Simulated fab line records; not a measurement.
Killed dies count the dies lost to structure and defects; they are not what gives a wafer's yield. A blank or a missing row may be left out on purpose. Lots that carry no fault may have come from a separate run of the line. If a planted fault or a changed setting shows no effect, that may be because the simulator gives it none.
fab line records	flow gf180mcu
[record] lots = 24	wafers = 72	last_day = 34
route steps=602 shown M4@456 V4@501 MIM@505 M5@537 PASSIVATION@589
lots with no fault: from the same line, run without faults
start_h: hours from the record's first day to the start of the lot's first wafer shown	wait_h: hours from the lot's prior step to this one	" as in the row above	L1.1+2: a row that stands for several wafers	- either no value or no given start	* or withheld: withheld	< > ~ a bound
route shown NAME@n: names a module that has steps shown in the file, with the first one's number in the route	usual: average and standard deviation across the fault-free wafers	same: alike in all rows	chamber/n: place in a boat	sites: the reading at each site	_std_site: how widely they spread, as a standard deviation	_edge_site: mean of outer sites minus mean of inner sites	radius_mm: how far each site lies from the wafer's centre	mask NAME#n: copy n	behind: the tool/chamber that last shaped the wafer	hold: what put the lot on hold/how long, in hours/how the hold closed	device: the transistor (n, p or np) that didn't switch	end of line: the tests these same wafers got at the end of their route	a step given without rows: its recipe and nothing more	killed: not the wafer's yield, but the dies lost to structure and defects at the first sort	map: the dies of a wafer, with x for killed, . for not killed, _ for no die there
set.NAME: the run value of the setting; set.NAME@STEP: its run value at that earlier step	model.NAME: the simulator's own value behind a step, which no gauge read
route steps across a sampled set of lots; one table per step, one row per wafer
services: a tool's chamber out of use, with start hour (start_h, from the record's first day; less than 0 if before it), hours out, and reason
[[steps]]
[step GF_M4_SPUTTER_00]
[recipe] material = Ti	target_thk_nm = 37.5	arriving_ion_energy_ev = 80	substrate_temp_c = 200	chamber_pressure_pa = 2	power_w = 4000	time_s = 150
[usual] chamber_pressure_pa = 2.000/0.0041	throttle_valve_pct = 30.4/0.77
lot.wafer	tool	chamber	start_h	wait_h	chamber_pressure_pa	throttle_valve_pct
L074.2	pvd_sputter-04	-	513.48	0.2	1.999	29.8
L074.3	"	-	"	"	2.001	31.1
L074.5	"	-	"	"	1.992	30.0
L075.1	pvd_sputter-02	-	516.06	0.2	1.998	29.9
L075.3	"	-	"	"	2.004	29.9
L075.5	"	-	"	"	2.000	31.1
L076.1	pvd_sputter-02	-	536.18	0.2	1.997	30.0
L076.3	"	-	"	"	1.998	31.4
L076.4	"	-	"	"	2.011	30.6
L077.1	pvd_sputter-03	-	539.06	0.1	1.999	30.5
L077.2	"	-	"	"	2.001	31.7
L077.4	"	-	"	"	1.991	29.6
L078.3	pvd_sputter-03	-	553.35	0.1	2.006	31.8
L078.4	"	-	"	"	2.001	29.5
L078.5	"	-	"	"	2.000	31.8
L079.1	pvd_sputter-04	-	555.19	0.2	2.001	30.7
L079.3	"	-	"	"	2.009	31.1
L079.5	"	-	"	"	2.003	30.6
L080.1	pvd_sputter-02	-	567.14	0.2	2.004	29.8
L080.3	"	-	"	"	2.003	30.6
L080.4	"	-	"	"	1.999	31.3
L081.2	pvd_sputter-02	-	579.76	0.1	2.004	31.5
L081.4	"	-	"	"	1.999	29.9
L081.5	"	-	"	"	2.002	30.5
L082.1	pvd_sputter-04	-	583.92	0.2	1.992	30.9
L082.3	"	-	"	"	2.003	30.5
L082.6	"	-	"	"	1.991	29.8
L083.1	pvd_sputter-03	-	587.10	0.1	1.991	29.1
L083.3	"	-	"	"	1.994	30.4
L083.6	"	-	"	"	1.987	31.9
L084.2	pvd_sputter-04	-	604.09	0.1	2.002	30.8
L084.5	"	-	"	"	1.997	30.6
L084.6	"	-	"	"	1.997	30.0
L085.1	pvd_sputter-02	-	608.32	0.1	2.000	29.7
L085.3	"	-	"	"	2.010	29.8
L085.6	"	-	"	"	2.007	29.6
L086.1	pvd_sputter-03	-	620.86	0.1	1.995	30.2
L086.2	"	-	"	"	2.001	29.5
L086.3	"	-	"	"	1.998	29.4
L087.3	pvd_sputter-03	-	625.57	0.1	2.000	31.7
L087.5	"	-	"	"	2.004	28.9
L087.6	"	-	"	"	1.992	29.5
L088.1	pvd_sputter-03	-	635.69	0.2	2.000	32.0
L088.4	"	-	"	"	2.010	30.1
L088.5	"	-	"	"	2.000	31.7
L089.1	pvd_sputter-03	-	645.61	0.2	2.002	30.5
L089.5	"	-	"	"	2.000	31.6
L089.6	"	-	"	"	2.006	30.6
L090.3	pvd_sputter-02	-	650.16	0.1	1.996	30.1
L090.5	"	-	"	"	2.001	29.8
L090.6	"	-	"	"	1.997	30.2
L091.1	pvd_sputter-03	-	653.23	0.1	2.001	29.6
L091.2	"	-	"	"	1.999	32.0
L091.5	"	-	"	"	1.998	30.5
L092.1	pvd_sputter-02	-	665.66	0.1	1.997	29.8
L092.3	"	-	"	"	2.003	31.5
L092.6	"	-	"	"	1.994	29.8
L093.1	pvd_sputter-04	-	668.67	0.1	2.003	30.0
L093.2	"	-	"	"	2.001	30.8
L093.4	"	-	"	"	1.998	30.1
L094.1	pvd_sputter-04	-	673.22	0.2	2.004	29.8
L094.2	"	-	"	"	2.000	30.9
L094.4	"	-	"	"	1.995	30.5
L095.1	pvd_sputter-02	-	677.23	0.2	1.994	29.8
L095.3	"	-	"	"	2.000	30.5
L095.6	"	-	"	"	2.002	29.8
L096.1	pvd_sputter-04	-	686.07	0.1	2.002	30.4
L096.2	"	-	"	"	2.005	30.7
L096.3	"	-	"	"	1.995	29.8
L097.4	pvd_sputter-03	-	693.18	0.1	2.001	32.1
L097.5	"	-	"	"	1.997	29.5
L097.6	"	-	"	"	2.007	31.7
[step GF_V4_THK_MEAS_25]
[recipe] thk_meas_gauge = xrf	reads = W_of_V4_CVD_23
[usual] V4_W_THK = 352/5.3
lot.wafer	tool	chamber	start_h	wait_h	V4_W_THK[nm]
L074.2	film_metro-02	-	561.94	0.1	356
L074.3	"	-	"	"	353
L074.5	"	-	"	"	360
L075.1	film_metro-01	-	564.18	0.1	348
L075.3	"	-	"	"	349
L075.5	"	-	"	"	347
L076.1	film_metro-03	-	584.03	0.1	346
L076.3	"	-	"	"	341
L076.4	"	-	"	"	341
L077.1	film_metro-03	-	586.85	0.1	349
L077.2	"	-	"	"	348
L077.4	"	-	"	"	349
L078.3	film_metro-01	-	599.11	0.1	357
L078.4	"	-	"	"	351
L078.5	"	-	"	"	353
L079.1	film_metro-01	-	601.08	0.1	355
L079.3	"	-	"	"	353
L079.5	"	-	"	"	358
L080.1	film_metro-03	-	612.53	0.1	344
L080.3	"	-	"	"	344
L080.4	"	-	"	"	344
L081.2	film_metro-02	-	625.04	0.1	348
L081.4	"	-	"	"	355
L081.5	"	-	"	"	356
L082.1	film_metro-01	-	628.11	0.1	351
L082.3	"	-	"	"	353
L082.6	"	-	"	"	354
L083.1	film_metro-01	-	632.40	0.1	358
L083.3	"	-	"	"	349
L083.6	"	-	"	"	358
L084.2	film_metro-02	-	648.06	0.1	351
L084.5	"	-	"	"	352
L084.6	"	-	"	"	349
L085.1	film_metro-03	-	652.57	0.1	352
L085.3	"	-	"	"	344
L085.6	"	-	"	"	351
L086.1	film_metro-03	-	662.90	0.1	342
L086.2	"	-	"	"	347
L086.3	"	-	"	"	349
L087.3	film_metro-01	-	668.12	0.1	361
L087.5	"	-	"	"	354
L087.6	"	-	"	"	355
L088.1	film_metro-01	-	678.06	0.1	354
L088.4	"	-	"	"	351
L088.5	"	-	"	"	356
L089.1	film_metro-01	-	685.81	0.1	349
L089.5	"	-	"	"	349
L089.6	"	-	"	"	348
L090.3	film_metro-03	-	691.92	0.1	354
L090.5	"	-	"	"	352
L090.6	"	-	"	"	360
L091.1	film_metro-03	-	694.97	0.1	355
L091.2	"	-	"	"	356
L091.5	"	-	"	"	359
L092.1	film_metro-01	-	705.56	0.1	345
L092.3	"	-	"	"	350
L092.6	"	-	"	"	351
L093.1	film_metro-01	-	709.19	0.1	353
L093.2	"	-	"	"	354
L093.4	"	-	"	"	353
L094.1	film_metro-03	-	713.79	0.1	355
L094.2	"	-	"	"	359
L094.4	"	-	"	"	358
L095.1	film_metro-01	-	718.05	0.1	346
L095.3	"	-	"	"	350
L095.6	"	-	"	"	348
L096.1	film_metro-02	-	725.65	0.1	348
L096.2	"	-	"	"	352
L096.3	"	-	"	"	353
L097.4	film_metro-03	-	733.18	0.1	360
L097.5	"	-	"	"	358
L097.6	"	-	"	"	357
[step GF_MIM_SPUTTER_02]
[recipe] material = AlCu	target_thk_nm = 450	power_w = 10600	time_s = 23.9	chamber_pressure_pa = 0.4
[usual] chamber_pressure_pa = 0.4001/0.00078	throttle_valve_pct = 30.3/0.7
lot.wafer	tool	chamber	start_h	wait_h	chamber_pressure_pa	throttle_valve_pct
L074.2	pvd_sputter-02	-	562.42	0.0	0.4000	30.4
L074.3	"	-	"	"	0.4000	30.0
L074.5	"	-	"	"	0.4006	30.7
L075.1	pvd_sputter-02	-	564.67	0.0	0.3992	29.8
L075.3	"	-	"	"	0.4001	31.1
L075.5	"	-	"	"	0.4003	30.9
L076.1	pvd_sputter-03	-	584.52	0.0	0.4012	29.3
L076.3	"	-	"	"	0.4004	30.5
L076.4	"	-	"	"	0.4011	29.2
L077.1	pvd_sputter-02	-	587.34	0.0	0.4000	31.6
L077.2	"	-	"	"	0.3986	30.6
L077.4	"	-	"	"	0.4011	29.8
L078.3	pvd_sputter-03	-	599.58	0.0	0.3999	29.3
L078.4	"	-	"	"	0.3987	31.8
L078.5	"	-	"	"	0.4002	29.3
L079.1	pvd_sputter-01	-	601.57	0.0	0.3999	30.2
L079.3	"	-	"	"	0.3999	29.5
L079.5	"	-	"	"	0.4003	29.7
L080.1	pvd_sputter-03	-	613.02	0.0	0.3989	29.5
L080.3	"	-	"	"	0.4005	30.2
L080.4	"	-	"	"	0.3997	31.9
L081.2	pvd_sputter-01	-	625.52	0.0	0.3998	30.5
L081.4	"	-	"	"	0.4001	29.6
L081.5	"	-	"	"	0.3995	30.6
L082.1	pvd_sputter-01	-	628.60	0.0	0.4006	29.5
L082.3	"	-	"	"	0.4002	30.5
L082.6	"	-	"	"	0.4001	29.6
L083.1	pvd_sputter-01	-	632.89	0.0	0.3989	30.4
L083.3	"	-	"	"	0.4003	31.0
L083.6	"	-	"	"	0.4010	31.1
L084.2	pvd_sputter-02	-	648.54	0.0	0.3998	29.7
L084.5	"	-	"	"	0.4006	30.6
L084.6	"	-	"	"	0.4007	30.0
L085.1	pvd_sputter-02	-	653.06	0.0	0.3998	30.6
L085.3	"	-	"	"	0.3994	29.9
L085.6	"	-	"	"	0.3999	30.6
L086.1	pvd_sputter-01	-	663.40	0.0	0.3989	29.8
L086.2	"	-	"	"	0.4015	30.4
L086.3	"	-	"	"	0.4005	30.9
L087.3	pvd_sputter-03	-	668.59	0.0	0.3999	29.2
L087.5	"	-	"	"	0.4004	29.5
L087.6	"	-	"	"	0.4001	30.5
L088.1	pvd_sputter-03	-	678.55	0.0	0.4017	29.7
L088.4	"	-	"	"	0.3998	29.5
L088.5	"	-	"	"	0.4008	29.0
L089.1	pvd_sputter-01	-	686.40	0.0	0.4008	30.2
L089.5	"	-	"	"	0.4001	30.6
L089.6	"	-	"	"	0.4006	31.2
L090.3	pvd_sputter-02	-	692.39	0.0	0.4007	29.6
L090.5	"	-	"	"	0.4000	30.0
L090.6	"	-	"	"	0.3997	29.8
L091.1	pvd_sputter-01	-	695.46	0.0	0.4006	30.3
L091.2	"	-	"	"	0.3998	30.6
L091.5	"	-	"	"	0.4003	30.7
L092.1	pvd_sputter-03	-	706.05	0.0	0.3990	29.3
L092.3	"	-	"	"	0.3992	29.6
L092.6	"	-	"	"	0.4021	31.7
L093.1	pvd_sputter-01	-	709.68	0.0	0.3992	29.7
L093.2	"	-	"	"	0.4000	30.4
L093.4	"	-	"	"	0.3990	30.0
L094.1	pvd_sputter-01	-	714.36	0.0	0.3988	30.5
L094.2	"	-	"	"	0.4005	30.1
L094.4	"	-	"	"	0.4013	31.2
L095.1	pvd_sputter-02	-	718.59	0.0	0.4004	30.0
L095.3	"	-	"	"	0.4010	30.4
L095.6	"	-	"	"	0.4009	30.9
L096.1	pvd_sputter-02	-	726.14	0.0	0.4002	31.4
L096.2	"	-	"	"	0.4003	30.4
L096.3	"	-	"	"	0.4007	29.8
L097.4	pvd_sputter-02	-	733.64	0.0	0.3998	29.8
L097.5	"	-	"	"	0.4003	29.6
L097.6	"	-	"	"	0.4003	29.8
[step GF_MIM_THK_MEAS_11]
[recipe] thk_meas_gauge = xrf	reads = AlCu_of_MIM_SPUTTER_08
[usual] MIM_ALCU_THK = 201.8/2
lot.wafer	tool	chamber	start_h	wait_h	MIM_ALCU_THK[nm]
L074.2	film_metro-01	-	562.84	0.1	201.9
L074.3	"	-	"	"	200.4
L074.5	"	-	"	"	201.6
L075.1	film_metro-01	-	565.07	0.1	199.4
L075.3	"	-	"	"	201.8
L075.5	"	-	"	"	199.1
L076.1	film_metro-01	-	584.93	0.1	200.7
L076.3	"	-	"	"	198.3
L076.4	"	-	"	"	198.5
L077.1	film_metro-02	-	587.74	0.1	204.4
L077.2	"	-	"	"	201.5
L077.4	"	-	"	"	199.0
L078.3	film_metro-02	-	600.00	0.1	202.7
L078.4	"	-	"	"	199.6
L078.5	"	-	"	"	202.2
L079.1	film_metro-02	-	601.97	0.1	202.3
L079.3	"	-	"	"	202.4
L079.5	"	-	"	"	203.1
L080.1	film_metro-02	-	613.42	0.1	203.6
L080.3	"	-	"	"	200.4
L080.4	"	-	"	"	201.1
L081.2	film_metro-02	-	625.93	0.1	204.9
L081.4	"	-	"	"	204.7
L081.5	"	-	"	"	203.0
L082.1	film_metro-01	-	629.00	0.1	205.7
L082.3	"	-	"	"	201.5
L082.6	"	-	"	"	204.6
L083.1	film_metro-02	-	633.29	0.1	200.7
L083.3	"	-	"	"	201.7
L083.6	"	-	"	"	200.3
L084.2	film_metro-01	-	648.95	0.1	204.1
L084.5	"	-	"	"	202.7
L084.6	"	-	"	"	204.2
L085.1	film_metro-01	-	653.46	0.1	204.8
L085.3	"	-	"	"	205.2
L085.6	"	-	"	"	203.6
L086.1	film_metro-01	-	663.80	0.1	201.7
L086.2	"	-	"	"	199.4
L086.3	"	-	"	"	201.8
L087.3	film_metro-01	-	669.01	0.1	201.3
L087.5	"	-	"	"	201.7
L087.6	"	-	"	"	201.2
L088.1	film_metro-01	-	678.95	0.1	202.5
L088.4	"	-	"	"	199.7
L088.5	"	-	"	"	202.8
L089.1	film_metro-02	-	686.80	0.1	202.9
L089.5	"	-	"	"	203.2
L089.6	"	-	"	"	204.9
L090.3	film_metro-02	-	692.81	0.1	202.3
L090.5	"	-	"	"	200.1
L090.6	"	-	"	"	200.6
L091.1	film_metro-04	-	695.86	0.1	205.6
L091.2	"	-	"	"	201.2
L091.5	"	-	"	"	203.4
L092.1	film_metro-02	-	706.46	0.1	200.1
L092.3	"	-	"	"	199.6
L092.6	"	-	"	"	199.2
L093.1	film_metro-02	-	710.08	0.1	200.3
L093.2	"	-	"	"	199.5
L093.4	"	-	"	"	203.4
L094.1	film_metro-01	-	714.76	0.1	206.0
L094.2	"	-	"	"	205.1
L094.4	"	-	"	"	201.8
L095.1	film_metro-04	-	719.00	0.1	199.1
L095.3	"	-	"	"	200.4
L095.6	"	-	"	"	197.4
L096.1	film_metro-02	-	726.54	0.1	201.8
L096.2	"	-	"	"	202.0
L096.3	"	-	"	"	200.2
L097.4	film_metro-01	-	734.09	0.1	201.9
L097.5	"	-	"	"	204.4
L097.6	"	-	"	"	203.0
[step GF_M5_STRIP_11]
[recipe] chemistry = O2/N2	power_w = 1400	pressure_mtorr = 1500	platen_temp_c = 250	o2_flow_sccm = 3000	n2_flow_sccm = 300	overash_fraction = 0.5
[usual] drypump_motor_current_A = 5.7/0.34	heater_power_w = 357/29	oes_product_au = 0.523/0.0048	strip_time_to_endpoint_s = 7.04/0.062
lot.wafer	tool	chamber	start_h	wait_h	drypump_motor_current_A	heater_power_w	oes_product_au	rf_hours_counter_h	strip_time_to_endpoint_s
L074.2	plasma_asher-02	0	606.43	0.1	6.1	306	0.525	19	7.07
L074.3	"	1	"	"	5.4	328	0.524	-	7.04
L074.5	"	1	"	"	5.4	332	0.526	-	7.10
L075.1	plasma_asher-03	0	608.42	0.1	5.9	355	0.522	80	6.99
L075.3	"	1	"	"	5.3	367	0.526	-	6.99
L075.5	"	1	"	"	5.2	371	0.523	-	7.03
L076.1	plasma_asher-01	0	627.38	0.1	5.6	320	0.525	54	7.01
L076.3	"	0	"	"	5.6	328	0.520	-	7.11
L076.4	"	1	"	"	6.1	394	0.522	-	7.05
L077.1	plasma_asher-01	1	630.08	0.1	6.1	395	0.528	55	7.10
L077.2	"	0	"	"	5.6	314	0.526	55	6.98
L077.4	"	0	"	"	5.6	334	0.515	-	6.99
L078.3	plasma_asher-01	0	640.26	0.1	5.6	324	0.520	-	7.11
L078.4	"	1	"	"	6.1	400	0.526	-	7.06
L078.5	"	1	"	"	6.1	389	0.526	-	7.10
L079.1	plasma_asher-03	0	642.85	0.1	5.9	358	0.512	82	6.98
L079.3	"	1	"	"	5.2	377	0.520	-	7.04
L079.5	"	0	"	"	5.9	358	0.531	-	6.94
L080.1	plasma_asher-03	0	654.22	0.1	5.9	353	0.519	84	7.09
L080.3	"	1	"	"	5.3	373	0.522	-	7.13
L080.4	"	0	"	"	5.9	355	0.528	-	7.03
L081.2	plasma_asher-03	0	666.85	0.1	5.9	361	0.526	86	7.12
L081.4	"	1	"	"	5.2	363	0.525	-	7.12
L081.5	"	0	"	"	5.9	357	0.531	-	7.17
L082.1	plasma_asher-03	0	669.08	0.1	5.9	358	0.520	86	6.94
L082.3	"	0	"	"	5.9	365	0.521	-	6.92
L082.6	"	1	"	"	5.3	372	0.515	-	6.99
L083.1	plasma_asher-03	0	672.50	0.1	5.9	361	0.516	87	7.03
L083.3	"	1	"	"	5.3	377	0.529	-	7.04
L083.6	"	1	"	"	5.3	366	0.529	-	7.06
L084.2	plasma_asher-03	1	688.41	0.1	5.3	369	0.516	89	7.00
L084.5	"	1	"	"	5.3	369	0.523	-	7.01
L084.6	"	0	"	"	5.9	360	0.524	-	7.10
L085.1	plasma_asher-01	0	692.28	0.1	5.6	315	0.518	61	6.94
L085.3	"	1	"	"	6.1	393	0.521	-	7.04
L085.6	"	0	"	"	5.6	320	0.521	-	6.94
L086.1	plasma_asher-03	0	701.16	0.1	5.9	366	0.528	90	7.04
L086.2	"	1	"	"	5.3	366	0.520	90	6.96
L086.3	"	1	"	"	5.2	371	0.518	-	6.99
L087.3	plasma_asher-01	0	707.01	0.1	5.6	324	0.523	-	7.00
L087.5	"	0	"	"	5.6	318	0.519	-	6.98
L087.6	"	1	"	"	6.1	391	0.533	-	7.14
L088.1	plasma_asher-03	1	716.20	0.1	5.3	364	0.517	92	7.07
L088.4	"	1	"	"	5.3	353	0.523	-	6.99
L088.5	"	0	"	"	5.9	358	0.525	-	7.09
L089.1	plasma_asher-03	1	723.49	0.2	5.3	375	0.521	92	7.01
L089.5	"	0	"	"	5.9	355	0.516	-	7.01
L089.6	"	1	"	"	5.3	370	0.531	-	7.00
L090.3	plasma_asher-01	1	728.96	0.1	6.1	396	0.525	-	7.07
L090.5	"	1	"	"	6.1	401	0.527	-	7.00
L090.6	"	0	"	"	5.6	331	0.529	-	7.07
L091.1	plasma_asher-01	0	732.06	0.1	5.6	332	0.521	65	7.07
L091.2	"	1	"	"	6.1	399	0.525	65	7.03
L091.5	"	0	"	"	5.6	314	0.531	-	7.07
L092.1	plasma_asher-01	0	742.23	0.2	5.6	328	0.521	67	7.07
L092.3	"	0	"	"	5.6	326	0.528	-	7.11
L092.6	"	0	"	"	5.6	325	0.529	-	7.13
L093.1	plasma_asher-03	1	744.93	0.1	5.3	369	0.533	95	7.19
L093.2	"	0	"	"	5.9	359	0.522	95	7.10
L093.4	"	0	"	"	5.9	351	0.528	-	7.18
L094.1	plasma_asher-01	1	750.53	0.1	6.1	397	0.520	68	6.97
L094.2	"	0	"	"	5.6	326	0.517	68	7.03
L094.4	"	0	"	"	5.6	325	0.526	-	6.98
L095.1	plasma_asher-02	0	753.88	0.1	6.2	310	0.524	37	7.10
L095.3	"	0	"	"	6.2	302	0.525	-	7.04
L095.6	"	1	"	"	5.3	331	0.527	-	7.13
L096.1	plasma_asher-01	1	760.75	0.1	6.1	398	0.520	69	7.05
L096.2	"	0	"	"	5.6	328	0.513	69	6.98
L096.3	"	0	"	"	5.6	313	0.519	-	7.00
L097.4	plasma_asher-02	0	767.94	0.1	6.1	307	0.523	-	7.09
L097.5	"	0	"	"	6.2	313	0.519	-	6.94
L097.6	"	1	"	"	5.3	329	0.528	-	7.08
[step GF_PASSIVATION_CVD_02]
[recipe] material = Si3N4	target_thk_nm = 700	time_s = 486.18	temp_c = 400	rf_w = 450
[usual] heater_power_w = 751/83
lot.wafer	tool	chamber	start_h	wait_h	heater_power_w	since_wet_clean_h
L074.2	pecvd-02	0	651.40	0.0	813	685
L074.3	"	2	"	"	664	685
L074.5	"	0	"	"	833	-
L075.1	pecvd-02	2	653.60	0.1	673	687
L075.3	"	0	"	"	832	687
L075.5	"	2	"	"	734	-
L076.1	pecvd-03	0	671.42	0.1	929	497
L076.3	"	1	"	"	817	-
L076.4	"	0	"	"	974	-
L077.1	pecvd-01	0	673.33	0.1	723	291
L077.2	"	2	"	"	816	291
L077.4	"	0	"	"	750	-
L078.3	pecvd-03	1	682.57	0.0	743	508
L078.4	"	2	"	"	644	-
L078.5	"	1	"	"	788	-
L079.1	pecvd-03	0	685.29	0.1	878	511
L079.3	"	2	"	"	720	511
L079.5	"	0	"	"	943	-
L080.1	pecvd-01	0	696.51	0.1	617	314
L080.3	"	1	"	"	807	314
L080.4	"	2	"	"	802	-
L081.2	pecvd-03	2	707.91	0.0	622	533
L081.4	"	0	"	"	916	-
L081.5	"	1	"	"	760	-
L082.1	pecvd-03	0	711.05	0.1	914	536
L082.3	"	2	"	"	684	536
L082.6	"	2	"	"	729	-
L083.1	pecvd-03	1	714.03	0.1	811	539
L083.3	"	0	"	"	818	539
L083.6	"	2	"	"	689	-
L084.2	pecvd-02	2	728.61	0.0	761	762
L084.5	"	1	"	"	609	-
L084.6	"	2	"	"	748	-
L085.1	pecvd-02	1	732.71	0.1	676	766
L085.3	"	0	"	"	689	766
L085.6	"	2	"	"	721	-
L086.1	pecvd-01	2	739.76	0.1	774	357
L086.2	"	1	"	"	828	357
L086.3	"	0	"	"	707	357
L087.3	pecvd-03	0	745.29	0.0	822	571
L087.5	"	2	"	"	665	-
L087.6	"	0	"	"	861	-
L088.1	pecvd-03	2	754.96	0.1	614	580
L088.4	"	2	"	"	658	-
L088.5	"	0	"	"	906	-
L089.1	pecvd-01	1	761.76	0.1	742	379
L089.5	"	0	"	"	704	-
L089.6	"	2	"	"	737	-
L090.3	pecvd-03	2	765.74	0.0	732	591
L090.5	"	1	"	"	663	-
L090.6	"	2	"	"	600	-
L091.1	pecvd-01	1	769.56	0.1	836	387
L091.2	"	0	"	"	733	387
L091.5	"	0	"	"	740	-
L092.1	pecvd-03	1	778.45	0.1	716	604
L092.3	"	2	"	"	699	604
L092.6	"	0	"	"	871	-
L093.1	pecvd-02	2	780.63	0.1	673	814
L093.2	"	1	"	"	644	814
L093.4	"	2	"	"	713	-
L094.1	pecvd-01	2	786.84	0.1	684	404
L094.2	"	0	"	"	698	404
L094.4	"	0	"	"	711	-
L095.1	pecvd-01	2	789.45	0.1	720	407
L095.3	"	1	"	"	762	407
L095.6	"	2	"	"	762	-
L096.1	pecvd-03	1	796.43	0.1	779	622
L096.2	"	0	"	"	861	622
L096.3	"	2	"	"	621	622
L097.4	pecvd-01	1	802.78	0.2	754	-
L097.5	"	0	"	"	750	-
L097.6	"	2	"	"	672	-
[[services]]
tool	chamber	start_h	hours	kind
pvd_sputter-04	-	494.19	2.4	repair
pecvd-01	0	532.34	8.2	repair
pvd_sputter-04	-	535.28	2.6	repair
pecvd-01	-	536.01	2.8	pm
pecvd-03	2	566.98	6.7	repair
pvd_sputter-04	-	569.34	0.9	repair
pvd_sputter-02	-	592.48	2.3	repair
pvd_sputter-04	-	621.17	19.5	repair
plasma_asher-03	-	625.62	6.0	repair
pecvd-01	1	630.12	23.4	repair
pvd_sputter-03	-	638.76	1.8	repair
plasma_asher-01	-	645.07	1.0	repair
pvd_sputter-02	-	655.99	6.3	repair
pecvd-03	2	667.24	5.9	repair
pvd_sputter-03	-	688.55	3.1	repair
pecvd-02	-	690.57	1.7	repair
pecvd-01	-	690.96	1.5	repair
pecvd-02	1	692.36	4.8	repair
pecvd-03	-	703.18	0.6	repair
pvd_sputter-01	-	716.96	1.7	repair
pecvd-01	0	732.89	3.5	repair
pvd_sputter-03	-	748.09	1.9	repair
pvd_sputter-01	-	761.98	1.2	repair
pecvd-02	1	784.16	19.6	repair
[[key]]
fault none
